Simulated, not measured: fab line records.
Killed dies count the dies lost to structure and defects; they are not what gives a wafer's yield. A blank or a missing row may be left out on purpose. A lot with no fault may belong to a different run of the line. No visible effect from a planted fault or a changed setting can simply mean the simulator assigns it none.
Matching of chambers | flow sky130 | rie diel-02 running SKY_METAL4_ETCH_17: 4 sister chambers
The step etches SiO2 in C4F8/O2/Ar, stops on TiN, time 3.9 s, target depth 15 nm. 8 wafers are shown with their chamber, then 7 later ones without.

WAFERS PAIRED WITH THEIR CHAMBERS
wafer  | chamber | rf fwd power W (W) | oes product au (a.u.)
L077.2 | 3       | 1462               | 0.756
L077.4 | 3       | 1464               | 0.753
L087.1 | 2       | 1476               | 0.757
L087.5 | 0       | 1459               | 0.761
L088.4 | 0       | 1452               | 0.755
L088.6 | 1       | 1466               | 0.765
L090.1 | 2       | 1476               | 0.752
L090.3 | 1       | 1462               | 0.749

WAFERS WITH NO CHAMBER GIVEN
wafer  | rf fwd power W (W) | oes product au (a.u.)
L090.5 | 1457               | 0.757
L094.2 | 1461               | 0.744
L094.3 | 1474               | 0.743
L094.5 | 1470               | 0.759
L097.2 | 1457               | 0.751
L097.3 | 1475               | 0.746
L097.4 | 1464               | 0.753

WHICH CHAMBER EACH ONE RAN IN
wafer  | from the rows above          | in truth
L090.5 | can't be placed: 0 or 3 or 1 | 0
L094.2 | can't be placed: 3 or 1 or 0 | 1
L094.3 | 2                            | 2
L094.5 | can't be placed: 1 or 2 or 3 | 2
L097.2 | can't be placed: 0 or 3 or 1 | 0
L097.3 | 2                            | 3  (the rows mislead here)
L097.4 | can't be placed: 3 or 1      | 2
1 of 7 placed correctly. Unplaceable from these rows: 5, with the true chamber sitting among the candidates in 4. Placed wrongly: 1.
How it was worked out, from the rows above alone: a wafer's distance from a chamber is the root of the sum, over the readings, of the square of ((its reading less the chamber's mean) divided by the reading's scatter). If the next closest chamber is less than 2 further off than the closest, the wafer can't be placed; otherwise it belongs to the closest. For every chamber, the mean is computed from those of its wafers that are shown. The scatter: take each reading less its chamber's mean, square it, sum over the shown wafers, divide by the number of wafers less the number of chambers, and take the root.
